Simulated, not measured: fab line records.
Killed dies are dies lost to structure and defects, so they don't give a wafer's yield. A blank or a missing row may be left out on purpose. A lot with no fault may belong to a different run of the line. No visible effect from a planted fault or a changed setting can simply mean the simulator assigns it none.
Matching of chambers :: flow sky130 :: SKY_LI_CONTACT_CMP_02 on cmp-02: 4 sister chambers
The step polishes PSG. 8 wafers are shown with their chamber, then 7 later ones without.

== WAFERS, EACH WITH ITS CHAMBER ==
wafer: L336.4
chamber: 3
motor_current_A (A): 11.3
time_to_endpoint_s (s): 26

wafer: L337.5
chamber: 0
motor_current_A (A): 14.4
time_to_endpoint_s (s): 27

wafer: L341.6
chamber: 2
motor_current_A (A): 11.2
time_to_endpoint_s (s): 33

wafer: L356.2
chamber: 3
motor_current_A (A): 12.2
time_to_endpoint_s (s): 32

wafer: L356.4
chamber: 0
motor_current_A (A): 14.0
time_to_endpoint_s (s): 30

wafer: L356.6
chamber: 1
motor_current_A (A): 12.0
time_to_endpoint_s (s): 31

wafer: L357.1
chamber: 1
motor_current_A (A): 12.5
time_to_endpoint_s (s): 32

wafer: L357.2
chamber: 2
motor_current_A (A): 12.1
time_to_endpoint_s (s): 35

== WAFERS WHOSE CHAMBER IS MISSING ==
wafer: L357.5
motor_current_A (A): 14.5
time_to_endpoint_s (s): 30

wafer: L358.1
motor_current_A (A): 11.7
time_to_endpoint_s (s): 35

wafer: L358.5
motor_current_A (A): 12.5
time_to_endpoint_s (s): 36

wafer: L358.6
motor_current_A (A): 15.5
time_to_endpoint_s (s): 27

wafer: L359.4
motor_current_A (A): 11.8
time_to_endpoint_s (s): 27

wafer: L359.5
motor_current_A (A): 12.5
time_to_endpoint_s (s): 34

wafer: L359.6
motor_current_A (A): 14.0
time_to_endpoint_s (s): 28

== THE CHAMBER EACH PASSED THROUGH ==
wafer: L357.5
from the rows above: 0
in truth: 0

wafer: L358.1
from the rows above: can't be placed: 2 or 1 or 3
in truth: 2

wafer: L358.5
from the rows above: can't be placed: 1 or 2 or 3
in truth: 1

wafer: L358.6
from the rows above: 0
in truth: 0

wafer: L359.4
from the rows above: can't be placed: 3 or 1
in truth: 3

wafer: L359.5
from the rows above: can't be placed: 1 or 2 or 3
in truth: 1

wafer: L359.6
from the rows above: 0
in truth: 0
Correctly placed: 3 of 7. These rows do not allow placing 4 (true chamber among the candidates in 4). 0 placed wrongly.
How it was worked out, from the rows above alone: a wafer's distance from a chamber is the root of the sum, over the readings, of the square of ((its reading less the chamber's mean) divided by the reading's scatter). If the next closest chamber is less than 2 further off than the closest, the wafer can't be placed; otherwise it belongs to the closest. For every chamber, the mean is computed from those of its wafers that are shown. How the scatter is found: for the shown wafers, subtract from each reading the mean of its chamber, square and add these, divide the total by (wafers less chambers), then take the root.
